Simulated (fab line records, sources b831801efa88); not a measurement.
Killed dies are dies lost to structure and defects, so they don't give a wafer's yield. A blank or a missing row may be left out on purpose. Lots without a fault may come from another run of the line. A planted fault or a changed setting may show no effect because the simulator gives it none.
A struck lot beside a sound one | flow sky130 | 18 steps out of a route of 708
Sound: wafers L701.1, L701.2, L701.4. Struck: wafers L710.1, L710.4. The cause comes at the end.
At each step with rows: each side's tool, then ch and its chambers, then its first start. Under that, the readings that differ: sound wafers | struck wafers | difference of the means | sigmas: that difference in standard deviations of wafers without a fault.
alike: readings whose means differ by less than 2 such deviations, and words and numbers that are the same on both sides. not compared: withheld readings, readings that some wafer has no value for, bounds like >300 that may hide the same value, and numbers for which the record gives no deviation and whose values overlap.
The two part at a step that has a row with sigmas, a row that says differs or no value, or rows on one side only. Numbers that don't overlap but have no deviation are shown without sigmas and don't part them. A reading that every wafer of one side lacks parts them only if that side has two wafers or more.

SKY_CONTACT_CMP_04: polishes SiO2.
  sound on cmp-01 ch 0,1,3, day 31 14:42; struck on cmp-01 ch 0,1, day 34 08:48
  alike: motor_current_A, time_to_endpoint_s
SKY_CONTACT_BOW_MEAS_05:
  sound on film_metro-04, day 31 15:00; struck on film_metro-01, day 34 09:00
  reading          | sound    | struck | difference | sigmas
  CONTACT_BOW (um) | 90 85 91 | 69 74  | -17        | -2
then, 8 steps without rows for these wafers: SKY_CONTACT_DEHYDRATE_06 (time 60 s); SKY_CONTACT_HMDS_07 (prime time 60 s); SKY_CONTACT_COAT_08 (resist thk 60 nm); SKY_CONTACT_COAT_09 (resist thk 450 nm); SKY_CONTACT_SOFTBAKE_10 (time 90 s); SKY_CONTACT_EXPOSE_11 (exposes mask CTM1, target cd 170 nm); SKY_CONTACT_PEB_12; SKY_CONTACT_DEVELOP_13 (develop time 60 s).
SKY_CONTACT_CD_MEAS_14: target cd 170 nm.
  sound on cd_sem-02, day 32 18:01; struck on cd_sem-01, day 35 11:08
  alike: cd_nm
SKY_CONTACT_OVL_MEAS_15:
  sound on overlay-01, day 32 18:08; struck on overlay-02, day 35 11:16
  alike: CONTACT_OVL
SKY_CONTACT_ETCH_16: etches BARC in N2/H2, stops on SiO2, time 45.9 s, target depth 60 nm.
  sound on rie_diel-04 ch 0,1,2, day 32 18:10; struck on rie_diel-04 ch 1,2, day 35 11:17
  reading                                        | sound             | struck    | difference | sigmas
  model.KrF-thick_of_CONTACT_COAT_09.thk_nm (nm) | 393.8 392.1 392.9 | 378.5 379 | -14.2      |
  alike: drypump_motor_current_A, h2_flow_sccm, oes_product_au, throttle_valve_pct
  not compared: rf_hours_counter_h, model.CONTACT.cd_nm
SKY_CONTACT_ETCH_17: etches SiO2 in C4F8/O2/Ar, stops on Si3N4, target depth 340 nm.
  sound on rie_diel-04 ch 0,1,2, day 32 18:13; struck on rie_diel-04 ch 1,2, day 35 11:20
  alike: oes_product_au
SKY_CONTACT_ETCH_18: etches Si3N4 in CHF3/O2, stops on TiN, time 39 s, target depth 75 nm.
  sound on rie_diel-04 ch 0,1,2; struck on rie_diel-04 ch 1,2
  reading                                        | sound             | struck      | difference | sigmas
  model.KrF-thick_of_CONTACT_COAT_09.thk_nm (nm) | 244.3 240.7 244.5 | 226.2 229.6 | -15.3      |
  alike: chf3_flow_sccm, drypump_motor_current_A, oes_product_au, throttle_valve_pct
  not compared: rf_hours_counter_h, model.CONTACT.cd_nm
SKY_CONTACT_STRIP_19: strips in O2/N2.
  sound on plasma_asher-03 ch 0,1, day 32 18:19; struck on plasma_asher-02 ch 0, day 35 11:26
  reading                      | sound             | struck      | difference | sigmas
  strip_time_to_endpoint_s (s) | 3.624 3.610 3.629 | 3.447 3.483 | -0.156     | -6
  alike: drypump_motor_current_A, oes_product_au
  not compared: rf_hours_counter_h
then, 1 step without rows for these wafers: SKY_CONTACT_STRIP_20 (strips in post etch residue remover, time 1200 s).
-- the record jumps here: 13 days lie between the struck wafers' starts before and after (it left off in module CONTACT and takes up again in module PAD_OPEN, whose first step shown is number 708 of the route) --
SKY_PAD_OPEN_PROBE_99:
  sound on prober-01, day 46 14:43; struck on prober-02, day 48 17:40
  reading         | sound | struck | difference | sigmas
  killed_at_other | 0 0 1 | 2      | +2         | +2
  alike: killed_at_M0_to_M3, killed_at_M4_up, killed_at_contacts, killed_at_front_end, killed_dies, killed_open, killed_short

WHERE THEY PART
First at SKY_CONTACT_BOW_MEAS_05; last, within this record, at SKY_PAD_OPEN_PROBE_99.

WHY: what the simulator had put in
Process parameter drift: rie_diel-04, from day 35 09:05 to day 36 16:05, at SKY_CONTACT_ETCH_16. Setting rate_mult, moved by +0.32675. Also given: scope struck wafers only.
